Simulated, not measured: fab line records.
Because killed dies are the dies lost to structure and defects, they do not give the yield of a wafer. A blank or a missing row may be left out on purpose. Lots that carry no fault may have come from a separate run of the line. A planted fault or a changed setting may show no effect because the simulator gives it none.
What tool caused it?    flow gf180mcu    Sampling: 7 lots, 21 wafers, 2 of 602 route steps

## WHAT THE GAUGES SHOWED, per wafer
GF_STI_THK_MEAS_30.
lot   measured     on            STI_OXIDATION_02_THK (nm)
L390  day 2 12:38  filmMetro-01  10.00 9.77 9.87
L393  day 3 03:41  filmMetro-02  10.16 9.85 10.03
L396  day 3 17:44  filmMetro-01  10.11 10.07 10.02
L398  day 4 06:01  filmMetro-04  9.74 10.05 9.84
L402  day 5 02:19  filmMetro-02  9.66 9.61 9.53
L404  day 5 10:55  filmMetro-02  12.63 12.76 12.60
L411  day 7 01:16  filmMetro-02  10.25 10.42 10.17

## TOOL THAT RAN EACH LOT (tool first, then ch and the chambers of the sampled wafers, then the start)
lot   GF_STI_OXIDATION_29
L390  furnace-02 ch 0, day 2 11:14
L393  furnace-01 ch 0, day 3 02:17
L396  furnace-02 ch 0, day 3 16:20
L398  furnace-02 ch 0, day 4 04:37
L402  furnace-01 ch 0, day 5 00:55
L404  furnace-02 ch 0, day 5 09:31
L411  furnace-01 ch 0, day 6 23:52
- GF_STI_OXIDATION_29: stabilise 600 s, purge 300 s, target thk 10 nm.

## THE ANSWER, worked out from the rows above alone
Rule: the lots themselves supply what counts as usual. Put in order of their means at a reading, lots are off if they are a third of the lots or fewer, leave a main group of 4 or more, and stand apart from it by a gap of 3 or more times the standard deviation of the main group's means; of several such gaps the widest counts. A main group whose means are all the same, to the digits that the tables above print for the reading, isn't used. A lot without any number at a reading at which 4 lots or more have one is off too. Any other lot the step has rows for is counted as sound.
Off: L404, seen at GF_STI_THK_MEAS_30 (STI_OXIDATION_02_THK). For the main group the mean is 9.95 nm and the standard deviation 0.21.
If a tool, at a process step before that reading, ran all the lots that are off and no sound lot after the first of them, it fits. The gauges at GF_STI_THK_MEAS_30 are tried like those tools. One candidate fits, namely furnace-02 at GF_STI_OXIDATION_29. Its last sound lot is L398 (day 4 04:37), its first lot that is off L404 (day 5 09:31): a fault that began between those two fits.

## WHAT THE SIMULATOR HAD INSERTED
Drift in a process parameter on furnace-02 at GF_STI_OXIDATION_29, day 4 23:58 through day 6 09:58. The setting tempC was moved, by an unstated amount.
Lots struck among those shown: L404. The rule given above showed the same thing.
